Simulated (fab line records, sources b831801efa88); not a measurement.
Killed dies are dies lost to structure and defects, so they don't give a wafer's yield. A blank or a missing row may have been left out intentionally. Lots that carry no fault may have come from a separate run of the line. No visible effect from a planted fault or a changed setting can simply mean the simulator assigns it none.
fab line records + flow sky130
record:
- lots: 12
- wafers: 36
- last_day: 50
route steps=708 shown LDD_HVN@274 LDD_HVP@287 SPACER@306 POLY_CUT@317 PAD_OPEN@708
lots untouched by any fault: they come from a run of this same line in which no faults occurred
start_h: start of the lot's first displayed wafer, in hours after the record's first day + wait_h: hours from the lot's prior step to this one + " the same as in the row above + L1.1+2: a single row standing in for several wafers + - value missing, or start not given + * or withheld: withheld + < > ~ a bound
route shown NAME@n: a module of which the file shows steps, and the number in the route of the first + usual: mean/standard deviation taken from wafers without a fault + same: alike in all rows + chamber/n: place in a boat + sites: per-site readings + _std_site: standard deviation of those values + _edge_site: the outer-site mean with the inner-site mean subtracted + radius_mm: for every site, how far away it sits from the centre of the wafer + mask NAME#n: copy n + behind: the last tool/chamber to shape the wafer + hold: cause of the lot's hold/its duration in hours/its outcome + device: names the non-switching transistor (n, p or np) + end of line: the route-end tests of the same wafers + a step with no rows: only its recipe + killed: the dies lost at the first sort to structure and to defects; this is not the yield of the wafer + map: per-die view of a wafer (x killed, . not killed, _ where there is no die)
set.NAME: setting as actually run; set.NAME@STEP: the setting as run at that earlier step + model.NAME: the simulator's own value behind a step, which no gauge read
the route's steps for a sample of lots (tables are steps, rows are wafers)
services: from which hour (start_h, from the record's first day; less than 0 if before it) a tool's chamber was out of use, for how many hours, and why
== steps ==
step: SKY_LDD_HVN_OVL_MEAS_07
usual:
- LDD_HVN_OVL: -0.5/1.4
| lot.wafer | tool       | chamber | start_h | wait_h | LDD_HVN_OVL[nm] |
|-----------|------------|---------|---------|--------|-----------------|
| L945.1    | overlay-01 | -       | 470.00  | 0.1    | 0.0             |
| L945.2    | "          | -       | "       | "      | 0.5             |
| L945.6    | "          | -       | "       | "      | -0.1            |
| L949.1    | overlay-01 | -       | 520.29  | 0.1    | -0.4            |
| L949.4    | "          | -       | "       | "      | -0.9            |
| L949.6    | "          | -       | "       | "      | 0.7             |
| L950.1    | overlay-02 | -       | 521.84  | 0.1    | 0.0             |
| L950.4    | "          | -       | "       | "      | 0.5             |
| L950.6    | "          | -       | "       | "      | -0.2            |
| L955.4    | overlay-01 | -       | 570.96  | 0.1    | 0.2             |
| L955.5    | "          | -       | "       | "      | 1.0             |
| L955.6    | "          | -       | "       | "      | 2.1             |
| L956.2    | overlay-02 | -       | 588.29  | 0.1    | -1.5            |
| L956.4    | "          | -       | "       | "      | -1.5            |
| L956.6    | "          | -       | "       | "      | -2.0            |
| L957.2    | overlay-02 | -       | 588.95  | 0.1    | -2.4            |
| L957.3    | "          | -       | "       | "      | -2.6            |
| L957.6    | "          | -       | "       | "      | -2.4            |
| L960.3    | overlay-02 | -       | 613.15  | 0.1    | -1.7            |
| L960.4    | "          | -       | "       | "      | -1.2            |
| L960.6    | "          | -       | "       | "      | -1.9            |
| L961.2    | overlay-01 | -       | 625.34  | 0.1    | 0.2             |
| L961.4    | "          | -       | "       | "      | 0.4             |
| L961.5    | "          | -       | "       | "      | 0.1             |
| L962.2    | overlay-02 | -       | 629.94  | 0.1    | -1.1            |
| L962.3    | "          | -       | "       | "      | -2.5            |
| L962.5    | "          | -       | "       | "      | -2.1            |
| L963.1    | overlay-02 | -       | 640.38  | 0.1    | -2.6            |
| L963.2    | "          | -       | "       | "      | -0.7            |
| L963.6    | "          | -       | "       | "      | -1.6            |
| L964.3    | overlay-01 | -       | 641.89  | 0.1    | 1.0             |
| L964.4    | "          | -       | "       | "      | 2.5             |
| L964.6    | "          | -       | "       | "      | 1.8             |
| L967.1    | overlay-01 | -       | 664.90  | 0.1    | -2.3            |
| L967.2    | "          | -       | "       | "      | -2.8            |
| L967.3    | "          | -       | "       | "      | -2.7            |
step: SKY_LDD_HVP_STRIP_09
recipe:
- chemistry: O2/N2
- power_w: 1400
- pressure_mtorr: 1500
- platen_temp_c: withheld
- o2_flow_sccm: 3000
- n2_flow_sccm: 300
- overash_fraction: 0.5
usual:
- drypump_motor_current_A: 5.9/0.44
- oes_product_au: 0.409/0.0048
- strip_time_to_endpoint_s: 4.134/0.014
| lot.wafer | tool            | chamber | start_h | wait_h | drypump_motor_current_A | oes_product_au | rf_hours_counter_h | strip_time_to_endpoint_s |
|-----------|-----------------|---------|---------|--------|-------------------------|----------------|--------------------|--------------------------|
| L945.1    | plasma_asher-03 | 1       | 500.78  | 0.1    | 6.3                     | 0.413          | 38                 | 4.116                    |
| L945.2    | "               | 0       | "       | "      | 6.2                     | 0.406          | 38                 | 4.143                    |
| L945.6    | "               | 1       | "       | "      | 6.3                     | 0.407          | -                  | 4.136                    |
| L949.1    | plasma_asher-03 | 0       | 550.53  | 0.1    | 6.2                     | 0.401          | 43                 | 4.125                    |
| L949.4    | "               | 1       | "       | "      | 6.2                     | 0.412          | -                  | 4.126                    |
| L949.6    | "               | 0       | "       | "      | 6.2                     | 0.415          | -                  | 4.126                    |
| L950.1    | plasma_asher-04 | 1       | 552.17  | 0.1    | 4.9                     | 0.408          | 12                 | 4.162                    |
| L950.4    | "               | 1       | "       | "      | 4.9                     | 0.413          | -                  | 4.143                    |
| L950.6    | "               | 1       | "       | "      | 4.9                     | 0.413          | -                  | 4.132                    |
| L955.4    | plasma_asher-04 | 1       | 600.55  | 0.1    | 4.9                     | 0.409          | -                  | 4.129                    |
| L955.5    | "               | 1       | "       | "      | 4.9                     | 0.406          | -                  | 4.119                    |
| L955.6    | "               | 0       | "       | "      | 5.6                     | 0.411          | -                  | 4.128                    |
| L956.2    | plasma_asher-03 | 1       | 617.48  | 0.1    | 6.2                     | 0.411          | 50                 | 4.117                    |
| L956.4    | "               | 1       | "       | "      | 6.3                     | 0.401          | -                  | 4.116                    |
| L956.6    | "               | 0       | "       | "      | 6.2                     | 0.412          | -                  | 4.121                    |
| L957.2    | plasma_asher-02 | 0       | 618.58  | 0.1    | 5.8                     | 0.407          | 85                 | 4.144                    |
| L957.3    | "               | 1       | "       | "      | 6.0                     | 0.407          | -                  | 4.128                    |
| L957.6    | "               | 0       | "       | "      | 5.8                     | 0.404          | -                  | 4.142                    |
| L960.3    | plasma_asher-02 | 1       | 642.67  | 0.1    | 6.1                     | 0.412          | -                  | 4.141                    |
| L960.4    | "               | 0       | "       | "      | 5.8                     | 0.416          | -                  | 4.127                    |
| L960.6    | "               | 0       | "       | "      | 5.8                     | 0.406          | -                  | 4.155                    |
| L961.2    | plasma_asher-02 | 0       | 654.18  | 0.1    | 5.8                     | 0.413          | 89                 | 4.141                    |
| L961.4    | "               | 0       | "       | "      | 5.8                     | 0.406          | -                  | 4.138                    |
| L961.5    | "               | 1       | "       | "      | 6.0                     | 0.414          | -                  | 4.116                    |
| L962.2    | plasma_asher-03 | 0       | 659.08  | 0.1    | 6.2                     | 0.402          | 54                 | 4.116                    |
| L962.3    | "               | 1       | "       | "      | 6.3                     | 0.419          | -                  | 4.124                    |
| L962.5    | "               | 1       | "       | "      | 6.2                     | 0.412          | -                  | 4.125                    |
| L963.1    | plasma_asher-03 | 0       | 669.68  | 0.1    | 6.2                     | 0.405          | 55                 | 4.142                    |
| L963.2    | "               | 1       | "       | "      | 6.2                     | 0.409          | 55                 | 4.129                    |
| L963.6    | "               | 0       | "       | "      | 6.2                     | 0.416          | -                  | 4.118                    |
| L964.3    | plasma_asher-02 | 0       | 670.37  | 0.1    | 5.8                     | 0.411          | -                  | 4.131                    |
| L964.4    | "               | 1       | "       | "      | 6.0                     | 0.416          | -                  | 4.140                    |
| L964.6    | "               | 1       | "       | "      | 6.0                     | 0.410          | -                  | 4.132                    |
| L967.1    | plasma_asher-02 | 1       | 693.38  | 0.1    | 6.1                     | 0.413          | 92                 | 4.138                    |
| L967.2    | "               | 0       | "       | "      | 5.8                     | 0.410          | 92                 | 4.147                    |
| L967.3    | "               | 0       | "       | "      | 5.8                     | 0.407          | -                  | 4.132                    |
step: SKY_SPACER_ETCHBACK_02
recipe:
- chemistry: CH3F/O2
- target: Si3N4
- stop_on: SiO2
- source_w: 400
- bias_w: 80
- pressure_mtorr: 25
- ch3f_flow_sccm: 40
- O2_flow_sccm: 30
- time_s: 46.7
- target_depth_a: 450
usual:
- O2_flow_sccm: 29.99/0.096
- bias_w: 79.98/0.23
- drypump_motor_current_A: 5.5/0.38
- oes_product_au: 0.855/0.0078
- throttle_valve_pct: 10.562/0.0087
| lot.wafer | tool        | chamber | start_h | wait_h | O2_flow_sccm | bias_w | drypump_motor_current_A | oes_product_au | rf_hours_counter_h | throttle_valve_pct |
|-----------|-------------|---------|---------|--------|--------------|--------|-------------------------|----------------|--------------------|--------------------|
| L945.1    | rie_diel-04 | 0       | 533.29  | 0.1    | 29.74        | 80.06  | 5.5                     | 0.858          | 6                  | 10.577             |
| L945.2    | "           | 2       | "       | "      | 29.92        | 79.87  | 5.7                     | 0.858          | 7                  | 10.558             |
| L945.6    | "           | 2       | "       | "      | 29.94        | 79.92  | 5.7                     | 0.861          | -                  | 10.561             |
| L949.1    | rie_diel-01 | 3       | 582.59  | 0.1    | 30.16        | 79.72  | 6.1                     | 0.852          | 25                 | 10.565             |
| L949.4    | "           | 0       | "       | "      | 30.05        | 79.60  | 5.6                     | 0.856          | 51                 | 10.566             |
| L949.6    | "           | 2       | "       | "      | 30.07        | 79.92  | 5.5                     | 0.849          | -                  | 10.576             |
| L950.1    | rie_diel-03 | 0       | 583.80  | 0.1    | 29.93        | 79.77  | 5.4                     | 0.865          | 6                  | 10.551             |
| L950.4    | "           | 1       | "       | "      | 29.95        | 80.17  | 5.3                     | 0.866          | 55                 | 10.550             |
| L950.6    | "           | 0       | "       | "      | 29.85        | 79.49  | 5.4                     | 0.863          | -                  | 10.562             |
| L955.4    | rie_diel-03 | 2       | 631.74  | 0.0    | -            | -      | -                       | -              | -                  | -                  |
| L955.5    | "           | 2       | "       | "      | -            | -      | -                       | -              | -                  | -                  |
| L955.6    | "           | 1       | "       | "      | -            | -      | -                       | -              | -                  | -                  |
| L956.2    | rie_diel-01 | 0       | 648.00  | 0.0    | -            | -      | -                       | -              | -                  | -                  |
| L956.4    | "           | 1       | "       | "      | -            | -      | -                       | -              | -                  | -                  |
| L956.6    | "           | 1       | "       | "      | -            | -      | -                       | -              | -                  | -                  |
| L957.2    | rie_diel-04 | 3       | 651.61  | 0.0    | -            | -      | -                       | -              | -                  | -                  |
| L957.3    | "           | 1       | "       | "      | -            | -      | -                       | -              | -                  | -                  |
| L957.6    | "           | 0       | "       | "      | -            | -      | -                       | -              | -                  | -                  |
| L960.3    | rie_diel-04 | 3       | 673.30  | 0.0    | 30.01        | 80.21  | 5.5                     | 0.851          | 1                  | 10.541             |
| L960.4    | "           | 1       | "       | "      | 29.93        | 79.89  | 5.0                     | 0.847          | 17                 | 10.570             |
| L960.6    | "           | 2       | "       | "      | 29.94        | 79.92  | 5.7                     | 0.851          | -                  | 10.566             |
| L961.2    | rie_diel-04 | 3       | 684.75  | 0.0    | 29.92        | 79.93  | 5.5                     | 0.847          | 1                  | 10.565             |
| L961.4    | "           | 2       | "       | "      | 30.12        | 79.96  | 5.7                     | 0.859          | 10                 | 10.571             |
| L961.5    | "           | 1       | "       | "      | 29.99        | 80.29  | 5.0                     | 0.850          | -                  | 10.563             |
| L962.2    | rie_diel-01 | 2       | 689.05  | 0.0    | 30.03        | 79.66  | 5.5                     | 0.855          | 14                 | 10.568             |
| L962.3    | "           | 3       | "       | "      | 30.00        | 79.78  | 6.1                     | 0.849          | 28                 | 10.575             |
| L962.5    | "           | 0       | "       | "      | 29.98        | 80.26  | 5.6                     | 0.863          | -                  | 10.561             |
| L963.1    | rie_diel-03 | 2       | 699.75  | 0.1    | 30.13        | 79.95  | 5.7                     | 0.845          | 52                 | 10.561             |
| L963.2    | "           | 1       | "       | "      | 30.10        | 79.87  | 5.3                     | 0.843          | 0                  | 10.555             |
| L963.6    | "           | 3       | "       | "      | 30.06        | 79.97  | 6.4                     | 0.849          | -                  | 10.562             |
| L964.3    | rie_diel-01 | 0       | 702.01  | 0.0    | 29.97        | 80.06  | 5.6                     | 0.845          | 54                 | 10.560             |
| L964.4    | "           | 1       | "       | "      | 29.92        | 79.94  | 5.0                     | 0.853          | 13                 | 10.565             |
| L964.6    | "           | 1       | "       | "      | 29.91        | 79.83  | 5.0                     | 0.852          | -                  | 10.577             |
| L967.1    | rie_diel-03 | 0       | 723.10  | 0.1    | 30.02        | 79.08  | 5.4                     | 0.846          | 9                  | 10.557             |
| L967.2    | "           | 1       | "       | "      | 29.87        | 79.97  | 5.3                     | 0.857          | 1                  | 10.556             |
| L967.3    | "           | 3       | "       | "      | 29.99        | 79.51  | 6.4                     | 0.853          | 14                 | 10.569             |
step: SKY_POLY_CUT_ETCH_10
recipe:
- chemistry: N2/H2
- target: BARC
- ion_energy_ev: 200
- source_w: 500
- bias_w: 100
- pressure_mtorr: 30
- n2_flow_sccm: 100
- h2_flow_sccm: 200
- stop_on: SiO2
- time_s: 45.9
- target_depth_a: 600
usual:
- drypump_motor_current_A: 5.7/0.43
- oes_product_au: 0.855/0.0048
- throttle_valve_pct: 13.224/0.011
| lot.wafer | tool        | chamber | start_h | wait_h | drypump_motor_current_A | oes_product_au | rf_hours_counter_h | throttle_valve_pct |
|-----------|-------------|---------|---------|--------|-------------------------|----------------|--------------------|--------------------|
| L945.1    | rie_diel-02 | 0       | 563.70  | 0.0    | 6.2                     | 0.859          | 4                  | 13.244             |
| L945.2    | "           | 2       | "       | "      | 5.8                     | 0.857          | 12                 | 13.238             |
| L945.6    | "           | 1       | "       | "      | 5.3                     | 0.852          | -                  | 13.232             |
| L949.1    | rie_diel-02 | 3       | 612.04  | 0.0    | 6.4                     | 0.862          | 6                  | 13.218             |
| L949.4    | "           | 2       | "       | "      | 5.8                     | 0.854          | 13                 | 13.240             |
| L949.6    | "           | 1       | "       | "      | 5.3                     | 0.850          | -                  | 13.219             |
| L950.1    | rie_diel-04 | 2       | 613.59  | 0.0    | 5.7                     | 0.857          | 8                  | 13.246             |
| L950.4    | "           | 3       | "       | "      | 5.5                     | 0.851          | 66                 | 13.213             |
| L950.6    | "           | 2       | "       | "      | 5.7                     | 0.855          | -                  | 13.232             |
| L960.3    | rie_diel-01 | 1       | 701.65  | 0.0    | 5.0                     | 0.856          | 13                 | 13.210             |
| L960.4    | "           | 2       | "       | "      | 5.5                     | 0.860          | 14                 | 13.235             |
| L960.6    | "           | 0       | "       | "      | 5.6                     | 0.859          | -                  | 13.223             |
| L961.2    | rie_diel-04 | 0       | 712.29  | 0.0    | 5.5                     | 0.853          | 9                  | 13.238             |
| L961.4    | "           | 3       | "       | "      | 5.4                     | 0.856          | 1                  | 13.234             |
| L961.5    | "           | 1       | "       | "      | 5.0                     | 0.856          | -                  | 13.226             |
| L962.2    | rie_diel-01 | 1       | 717.84  | 0.0    | 5.0                     | 0.855          | 13                 | 13.213             |
| L962.3    | "           | 3       | "       | "      | 6.1                     | 0.867          | 29                 | 13.211             |
| L962.5    | "           | 1       | "       | "      | 5.0                     | 0.852          | -                  | 13.234             |
| L963.1    | rie_diel-04 | 0       | 727.54  | 0.0    | 5.6                     | 0.855          | 9                  | 13.212             |
| L963.2    | "           | 3       | "       | "      | 5.5                     | 0.861          | 2                  | 13.224             |
| L963.6    | "           | 3       | "       | "      | 5.5                     | 0.852          | -                  | 13.221             |
| L964.3    | rie_diel-02 | 0       | 730.59  | 0.0    | 6.2                     | 0.857          | 8                  | 13.221             |
| L964.4    | "           | 1       | "       | "      | 5.3                     | 0.856          | 18                 | 13.246             |
| L964.6    | "           | 2       | "       | "      | 5.8                     | 0.851          | -                  | 13.236             |
| L967.1    | rie_diel-02 | 3       | 750.40  | 0.0    | 6.4                     | 0.854          | 10                 | 13.208             |
| L967.2    | "           | 1       | "       | "      | 5.3                     | 0.863          | 19                 | 13.229             |
| L967.3    | "           | 2       | "       | "      | 5.8                     | 0.851          | 16                 | 13.239             |
step: SKY_PAD_OPEN_PROBE_99
usual:
- killed_at_M0_to_M3: 43/7.8
- killed_at_M4_up: 3.2/1.9
- killed_at_contacts: 24/5
- killed_at_front_end: 14/4.5
- killed_at_other: 0.2/0.41
- killed_dies: 84/9.6
- killed_on_rim: 17/3.8
- killed_open: 47/6.9
- killed_short: 38/6
same:
- gross_dies: 492
- killed_at_back_side: 0
| lot.wafer | tool      | chamber | start_h | wait_h | killed_at_M0_to_M3 | killed_at_M4_up | killed_at_contacts | killed_at_front_end | killed_at_other | killed_dies | killed_on_rim | killed_open | killed_short |
|-----------|-----------|---------|---------|--------|--------------------|-----------------|--------------------|---------------------|-----------------|-------------|---------------|-------------|--------------|
| L949.1    | prober-02 | -       | 1109.45 | 0.1    | 51                 | 3               | 29                 | 11                  | 0               | 94          | 15            | 57          | 37           |
| L949.4    | prober-02 | -       | 1109.60 | 0.2    | 26                 | 4               | 26                 | 20                  | 0               | 76          | 15            | 44          | 32           |
| L949.6    | prober-02 | -       | 1109.70 | 0.2    | 44                 | 1               | 18                 | 7                   | 0               | 70          | 18            | 38          | 32           |
| L955.4    | prober-02 | -       | 1146.85 | 0.2    | 35                 | 2               | 27                 | 428                 | 0               | 492         | 96            | 44          | 25           |
| L955.5    | prober-02 | -       | 1146.90 | 0.2    | 46                 | 1               | 29                 | 416                 | 0               | 492         | 96            | 56          | 37           |
| L955.6    | prober-02 | -       | 1146.95 | 0.2    | 35                 | 4               | 26                 | 427                 | 0               | 492         | 96            | 44          | 47           |
| L956.2    | prober-01 | -       | 1154.21 | 0.1    | 47                 | 4               | 24                 | 417                 | 0               | 492         | 96            | 39          | 50           |
| L956.4    | prober-01 | -       | 1154.31 | 0.2    | 33                 | 5               | 27                 | 427                 | 0               | 492         | 96            | 53          | 33           |
| L956.6    | prober-01 | -       | 1154.41 | 0.2    | 29                 | 3               | 28                 | 431                 | 1               | 492         | 96            | 37          | 36           |
| L957.2    | prober-02 | -       | 1155.75 | 0.1    | 40                 | 4               | 20                 | 428                 | 0               | 492         | 96            | 44          | 38           |
| L957.3    | prober-02 | -       | 1155.80 | 0.2    | 24                 | 4               | 20                 | 444                 | 0               | 492         | 96            | 35          | 23           |
| L957.6    | prober-02 | -       | 1155.95 | 0.2    | 53                 | 3               | 21                 | 415                 | 0               | 492         | 96            | 54          | 35           |
killed by level:class
L949.1 VIA2:geometric_particle:open=13 CONTACT:geometric_particle:open=10 VIA3:geometric_particle:open=9 LI_CONTACT:geometric_particle:open=7 VIA1:geometric_particle:short=7 VIA1:geometric_particle:open=5 METAL2:geometric_particle:short=5 POLY_GATE:geometric_particle:open=4
L949.4 LI_CONTACT:geometric_particle:open=8 CONTACT:geometric_particle:open=8 FIELD_ISO:geometric_particle:short=7 METAL2:geometric_particle:short=6 VIA1:geometric_particle:open=6 POLY_GATE:geometric_particle:open=5 POLY_GATE:geometric_particle:short=5 VIA2:geometric_particle:open=4
L949.6 VIA1:geometric_particle:open=12 CONTACT:geometric_particle:open=9 METAL1:geometric_particle:short=6 METAL2:geometric_particle:short=5 METAL3:geometric_particle:short=5 LI_CONTACT:geometric_particle:open=4 VIA3:geometric_particle:open=3 POLY_GATE:geometric_particle:short=3
L955.4 SPACER:area_etchback=423 CONTACT:geometric_particle:open=11 VIA1:geometric_particle:open=9 LI_CONTACT:geometric_particle:open=9 METAL2:geometric_particle:short=7 VIA2:geometric_particle:open=5 LOCAL_INTERCONNECT:geometric_particle:short=4 VIA3:geometric_particle:short=4
L955.5 SPACER:area_etchback=399 VIA1:geometric_particle:open=16 VIA3:geometric_particle:open=9 LI_CONTACT:geometric_particle:open=8 FIELD_ISO:geometric_particle:open=7 LOCAL_INTERCONNECT:geometric_particle:short=6 CONTACT:geometric_particle:short=5 CONTACT:geometric_particle:open=5
L955.6 SPACER:area_etchback=401 CONTACT:geometric_particle:open=12 VIA1:geometric_particle:open=10 METAL2:geometric_particle:short=8 FIELD_ISO:geometric_particle:short=7 POLY_GATE:geometric_particle:short=7 POLY_GATE:geometric_particle:open=6 LI_CONTACT:geometric_particle:open=6
L956.2 SPACER:area_etchback=403 METAL2:geometric_particle:short=9 METAL1:geometric_particle:short=8 LI_CONTACT:geometric_particle:open=7 VIA1:geometric_particle:open=5 CONTACT:geometric_particle:open=5 METAL3:geometric_particle:short=5 LOCAL_INTERCONNECT:geometric_particle:open=4
L956.4 SPACER:area_etchback=406 CONTACT:geometric_particle:open=13 FIELD_ISO:geometric_particle:short=8 VIA2:geometric_particle:open=8 VIA1:geometric_particle:open=8 LI_CONTACT:geometric_particle:open=6 FIELD_ISO:geometric_particle:open=5 METAL2:geometric_particle:short=5
L956.6 SPACER:area_etchback=419 CONTACT:geometric_particle:open=9 VIA1:geometric_particle:open=8 LI_CONTACT:geometric_particle:open=6 CONTACT:geometric_particle:short=6 METAL2:geometric_particle:short=5 LOCAL_INTERCONNECT:geometric_particle:short=4 VIA1:geometric_particle:short=4
L957.2 SPACER:area_etchback=410 VIA1:geometric_particle:open=11 CONTACT:geometric_particle:open=7 FIELD_ISO:geometric_particle:open=6 VIA2:geometric_particle:open=6 POLY_GATE:geometric_particle:short=5 LI_CONTACT:geometric_particle:open=5 VIA3:geometric_particle:open=5
L957.3 SPACER:area_etchback=434 VIA1:geometric_particle:open=10 LI_CONTACT:geometric_particle:open=7 CONTACT:geometric_particle:open=7 FIELD_ISO:geometric_particle:short=5 METAL4:geometric_particle:short=4 VIA2:geometric_particle:open=3 LI_CONTACT:geometric_particle:short=3
L957.6 SPACER:area_etchback=403 VIA2:geometric_particle:open=12 METAL1:geometric_particle:short=10 VIA1:geometric_particle:open=10 VIA3:geometric_particle:open=9 CONTACT:geometric_particle:open=7 CONTACT:geometric_particle:short=6 FIELD_ISO:geometric_particle:open=4
== services ==
| tool            | chamber | start_h | hours | kind   |
|-----------------|---------|---------|-------|--------|
| rie_diel-04     | 1       | 477.71  | 2.5   | repair |
| rie_diel-03     | 1       | 496.21  | 10.2  | repair |
| rie_diel-01     | -       | 496.45  | 14.6  | pm     |
| rie_diel-01     | 0       | 525.63  | 15.6  | repair |
| rie_diel-04     | -       | 527.78  | 0.2   | repair |
| plasma_asher-02 | -       | 532.78  | 2.8   | pm     |
| rie_diel-04     | 3       | 536.80  | 3.2   | repair |
| plasma_asher-02 | -       | 541.63  | 0.8   | repair |
| plasma_asher-02 | -       | 547.93  | 28.2  | repair |
| rie_diel-02     | 0       | 557.63  | 2.8   | repair |
| rie_diel-04     | 2       | 567.63  | 2.3   | repair |
| rie_diel-04     | 3       | 579.67  | 5.8   | repair |
| rie_diel-02     | 1       | 586.15  | 8.7   | repair |
| rie_diel-02     | -       | 620.03  | 1.2   | repair |
| rie_diel-01     | -       | 659.44  | 2.8   | pm     |
| rie_diel-03     | 1       | 660.98  | 5.6   | repair |
| plasma_asher-02 | -       | 683.71  | 4.1   | repair |
| plasma_asher-03 | -       | 698.24  | 2.8   | pm     |
| rie_diel-04     | 0       | 700.77  | 4.4   | repair |
| rie_diel-03     | 1       | 708.98  | 3.2   | repair |
| rie_diel-01     | 0       | 713.89  | 8.3   | repair |
| rie_diel-03     | -       | 718.48  | 0.3   | repair |
| rie_diel-02     | -       | 725.96  | 0.5   | repair |
| plasma_asher-02 | -       | 733.75  | 9.0   | pm     |
== key ==
first_sign:
- step: SKY_SPACER_ETCHBACK_02
- reading: tool_record
- direction: missing
effect:
- step: SKY_PAD_OPEN_PROBE_99
- reading: killed_at_front_end
- direction: up
- sigmas: 91
- usual: 14
- struck: 426
more_kills_born_at:
- SKY_SPACER_ETCHBACK_02@rie_diel-04: 1246
- SKY_SPACER_ETCHBACK_02@rie_diel-01: 1226
- SKY_SPACER_ETCHBACK_02@rie_diel-03: 1223
met_at SKY_SPACER_ETCHBACK_02
struck_lots L955,L956,L957
later_rows_left_out L955.4,L955.5,L955.6,L956.2,L956.4,L956.6,L957.2,L957.3,L957.6
tester_left_out L955,L956,L957
not_acting_at SKY_LDD_HVN_OVL_MEAS_07,SKY_LDD_HVP_STRIP_09,SKY_POLY_CUT_ETCH_10
onset_between 583.80 631.74
fault:
- kind: skipped_step_whole
- tool: rie_diel-01,rie_diel-03,rie_diel-04
- chamber: -
- onset_h: 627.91
- steps: SKY_SPACER_ETCHBACK_02
- scope: struck_lots_only
tester_left_out: of these lots the tester's yield and bins aren't shown, on N5 and GAA mostly nor the transistor test; their killed dies are dies lost to structure and defects alone, not to doping, threshold or leakage, so they don't give the yield
later_rows_left_out: the simulator's readings of these wafers behind a module that went badly wrong aren't trusted and aren't shown, but for the sort
